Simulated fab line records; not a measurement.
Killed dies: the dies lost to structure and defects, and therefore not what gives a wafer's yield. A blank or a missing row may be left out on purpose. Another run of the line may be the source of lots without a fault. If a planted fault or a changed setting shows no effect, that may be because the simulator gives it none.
The same fault as seen by 2 desks | flow gf180mcu | numbers are kept per desk, each desk with only its own; the story behind them comes last

THE TOOL OWNER'S DESK: pvd_sputter-03
The tool's own readings at GF_MIM_SPUTTER_07 (material TiN, target thk 60 nm, time 50 s): means of the sampled wafers that have a number, for each lot that ran on this tool. A lot is out of limits, marked OUT, if its mean lies more than 4 standard deviations from the usual mean; the brackets give that distance.
Columns: A = cathode_dc_power_W at GF_MIM_SPUTTER_07, usual 6499.9 W; B = throttle_valve_pct at GF_MIM_SPUTTER_07, usual 30.7 %
lot  | first seen here | A      | B
L115 | day 24 10:35    | 6499.1 | 31.3
L116 | day 24 14:52    | 6500.2 | 30.7
L117 | day 25 03:51    | 6500.5 | 31.4
L119 | day 25 18:23    | 6500.0 | 31.0
L122 | day 26 22:12    | 6499.3 | 30.5
L123 | day 27 07:53    | 6500.5 | 31.2
L126 | day 28 05:50    | 6499.3 | 30.8
L125 | day 28 08:19    | 6499.7 | 30.8
L127 | day 28 12:49    | 6499.9 | 30.4
L137 | day 31 05:13    | 6498.9 | 30.4
L138 | day 31 09:36    | 6499.5 | 30.6
This desk found nothing out of limits on any of the 11 lots.

THE METROLOGY DESK
What the gauges read, lot by lot, whatever tool the lot ran on: means of the sampled wafers that have a number. A lot is out of limits, marked OUT, if its mean lies more than 4 standard deviations from the usual mean; the brackets give that distance.
Columns: A = TOP_METAL_ALCU_RS at GF_TOP_METAL_RS_MEAS_05, usual 0.0329 ohm/sq
lot  | first seen here | A
L115 | day 27 06:07    | 0.0328
L116 | day 27 08:37    | 0.0327
L117 | day 27 22:15    | 0.0330
L118 | day 28 10:27    | 0.0327
L119 | day 28 11:22    | 0.0335
L122 | day 29 11:49    | 0.0330
L123 | day 29 21:48    | 0.0330
L126 | day 30 18:07    | 0.0333
L125 | day 30 19:57    | 0.0330
L127 | day 31 00:43    | 0.0325
L137 | day 33 09:53    | 0.0331
L138 | day 33 14:25    | 0.0325
This desk found nothing out of limits on any of the 12 lots.

ALL TOGETHER
The tool owner's desk saw nothing out of limits.
The metrology desk saw nothing out of limits.

WHAT HAD BEEN PUT IN BY THE SIMULATOR
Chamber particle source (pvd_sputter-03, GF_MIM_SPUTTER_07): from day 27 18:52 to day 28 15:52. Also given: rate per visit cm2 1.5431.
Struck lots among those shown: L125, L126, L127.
